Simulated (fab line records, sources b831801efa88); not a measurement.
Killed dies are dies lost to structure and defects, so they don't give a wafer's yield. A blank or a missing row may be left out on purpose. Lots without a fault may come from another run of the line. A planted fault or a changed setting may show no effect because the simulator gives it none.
Chamber matching | flow sky130 | SKY_VIA2_ETCH_15 on rie_diel-01: 4 sister chambers
The step etches SiO2 in C4F8/O2/Ar, stops on TiN, target depth 546 nm, time 84 s. 8 wafers are shown with their chamber, then 7 later ones without.

WAFERS WITH THEIR CHAMBER
wafer  | chamber | bias_w (W) | oes_product_au (a.u.)
L554.4 | 0       | 1201       | 0.940
L555.3 | 3       | 1199       | 0.936
L555.5 | 2       | 1198       | 0.932
L557.2 | 1       | 1200       | 0.946
L557.5 | 2       | 1198       | 0.930
L557.6 | 1       | 1201       | 0.933
L558.3 | 3       | 1200       | 0.941
L558.4 | 0       | 1201       | 0.939

WAFERS WITHOUT THEIR CHAMBER
wafer  | bias_w (W) | oes_product_au (a.u.)
L558.6 | 1198       | 0.944
L566.1 | 1201       | 0.930
L566.5 | 1200       | 0.940
L566.6 | 1203       | 0.938
L568.1 | 1196       | 0.937
L568.2 | 1203       | 0.946
L568.6 | 1199       | 0.947

WHICH CHAMBER EACH WENT THROUGH
wafer  | from the rows above          | in truth
L558.6 | can't be placed: 2 or 3      | 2
L566.1 | can't be placed: 0 or 1 or 3 | 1
L566.5 | can't be placed: 1 or 3 or 0 | 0
L566.6 | can't be placed: 0 or 1      | 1
L568.1 | 2                            | 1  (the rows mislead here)
L568.2 | can't be placed: 0 or 1      | 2
L568.6 | can't be placed: 3 or 1 or 2 | 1
Placed correctly: 0 of 7. Can't be placed from these rows: 6 (the true chamber is among the candidates in 5). Placed wrongly: 1.
How it was worked out, from the rows above alone: a wafer's distance from a chamber is the root of the sum, over the readings, of the square of ((its reading less the chamber's mean) divided by the reading's scatter). The wafer belongs to the nearest chamber; if the next one is less than 2 further off, it can't be placed. A chamber's mean is the mean of its shown wafers. The scatter: the root of (the sum of the squares of (reading less its chamber's mean) over the shown wafers, divided by (wafers less chambers)).
